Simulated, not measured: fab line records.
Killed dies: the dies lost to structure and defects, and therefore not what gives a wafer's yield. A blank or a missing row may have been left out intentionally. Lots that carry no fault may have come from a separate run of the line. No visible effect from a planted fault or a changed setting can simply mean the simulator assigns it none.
A lot that was struck, set against a sound lot ; flow sky130 ; 16 out of 708 route steps
Sound: the wafers L547.3, L547.5, L547.6. The struck wafers were L559.2, L559.3, L559.6. Last of all comes the cause.
Per side, at each step with rows, come the tool, then ch with its chambers, and then its first start. Under that, the readings that differ: sound wafers ; struck wafers ; difference of the means ; sigmas: that difference in standard deviations of wafers without a fault.
alike: a reading whose means differ by less than 2 such deviations, as well as words and numbers matching on both sides. not compared: withheld readings; readings where some wafer has no value; bounds like >300 that might hide an equal value; numbers whose values overlap and for which the record gives no deviation.
Wherever a step has rows on one side only, a row that says differs or no value, or a row with sigmas, the two part there. When numbers do not overlap yet have no deviation, they are printed without sigmas and do not part them. Lack of a reading on every wafer of one side parts them only where that side has two or more wafers.

SKY_VT_ADJUST_HVTP_OVL_MEAS_08:
  sound on overlay-02, day 7 12:16; struck on overlay-01, day 10 15:01
  alike: VT_ADJUST_HVTP_OVL
following that, these wafers have no rows for 1 step: SKY_VT_ADJUST_HVTP_IMPLANT_09.
SKY_VT_ADJUST_HVTP_STRIP_10: strips in O2/N2.
  sound on plasmaAsher-04 ch 0,1, day 7 12:28; struck on plasmaAsher-01 ch 0,1, day 10 15:12
  alike: chamberPressureMTorr, drypumpMotorCurrentA, oesProductAu, stripTimeToEndpointS
  not compared: rfHoursCounterH
SKY_VT_ADJUST_HVTP_TW_MEAS_11:
  sound on filmMetro-02, day 7 12:33; struck on filmMetro-03, day 10 15:19
  alike: VT_ADJUST_HVTP_TW
then, 7 steps without rows for these wafers: SKY_VT_ADJUST_LVTN_DEHYDRATE_00 (time 60 s); SKY_VT_ADJUST_LVTN_HMDS_01 (prime time 60 s); SKY_VT_ADJUST_LVTN_COAT_02 (resist thk 3000 nm); SKY_VT_ADJUST_LVTN_SOFTBAKE_03; SKY_VT_ADJUST_LVTN_EXPOSE_04 (exposes mask NWM COMPLEMENT LESS NATIVE, target cd 840 nm); SKY_VT_ADJUST_LVTN_PEB_05; SKY_VT_ADJUST_LVTN_DEVELOP_06 (develop time 60 s).
SKY_VT_ADJUST_LVTN_OVL_MEAS_07:
  sound on overlay-02, day 8 08:12; struck on overlay-02, day 11 14:21
  alike: VT_ADJUST_LVTN_OVL
SKY_VT_ADJUST_LVTN_IMPLANT_08:
  sound on implanter-04 ch 0, day 8 08:17; struck on implanter-01 ch 0, day 11 14:24
reading;sound;struck;difference;sigmas
doseIonsCm2;1.5708e+12 1.5706e+12 1.5731e+12;2.5842e+12 2.5789e+12 2.5779e+12;+1.0088e+12;+99 or more
faradayCurrentUA;9.00 8.93 8.68;14.34 15.05 14.48;+5.75;+32
SKY_VT_ADJUST_LVTN_STRIP_09: strips in O2/N2.
  sound on plasmaAsher-03 ch 0,1, day 8 08:25; struck on plasmaAsher-02 ch 0,1, day 11 14:32
  alike: chamberPressureMTorr, drypumpMotorCurrentA, oesProductAu, stripTimeToEndpointS
  not compared: rfHoursCounterH
SKY_VT_ADJUST_LVTN_TW_MEAS_10:
  sound on filmMetro-03, day 8 08:30; struck on filmMetro-02, day 11 14:52
reading;sound;struck;difference;sigmas
VT_ADJUST_LVTN_TW;239.0 237.0 238.2;275.8 277.5 276.5;+38.5;+14
  not compared: hold
-- here the record skips 38 days between the struck wafers' starts before and after, leaving off in module VT_ADJUST_LVTN and picking up in module PAD_OPEN (first step shown: number 708 of the route) --
SKY_PAD_OPEN_PROBE_99:
  sound on prober-01, day 47 09:19; struck on prober-01, day 49 23:41
reading;sound;struck;difference;sigmas
model.etest.nfet_01v8_lvt.driveUaUm;612.8 600.6 607.6;540.1 549.6 533.1;-66.1;
model.etest.nfet_01v8_lvt.vtSatV (V);0.5021 0.5122 0.498;0.5733 0.5692 0.5761;+0.0688;
model.etest.nfet_01v8.vtSatV (V);0.6186 0.6272 0.6164;0.6669 0.6677 0.6719;+0.0481;
model.etest.nfet_01v8_lvt.vtV (V);0.5908 0.5927 0.5919;0.6323 0.63 0.6378;+0.0416;
model.etest.nfet_01v8_turned.vtSatV (V);0.6263 0.6269 0.6203;0.6677 0.6688 0.6794;+0.0475;
model.etest.nfet_01v8_swapped.vtSatV (V);0.6229 0.6281 0.625;0.6659 0.6702 0.6725;+0.0442;
model.etest.nfet_01v8_lvt.vtLongV (V);0.4273 0.429 0.4305;0.4577 0.4584 0.4665;+0.0319;
model.etest.nfet_01v8.vtV (V);0.6793 0.6839 0.6818;0.7153 0.716 0.7224;+0.0362;
  alike: killed_at_M0_to_M3, killed_at_M4_up, killedAtContacts, killedAtFrontEnd, killedAtOther, killedDies, killedOpen, killedShort

WHERE THEY PART
Last at SKY_VT_ADJUST_LVTN_TW_MEAS_10 as far as this record goes, first at SKY_VT_ADJUST_LVTN_IMPLANT_08. Later steps at which nothing parts them and some readings are alike: SKY_PAD_OPEN_PROBE_99.

WHY: what had been put in by the simulator
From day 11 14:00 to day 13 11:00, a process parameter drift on implanter-01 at SKY_VT_ADJUST_LVTN_IMPLANT_08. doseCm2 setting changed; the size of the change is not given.
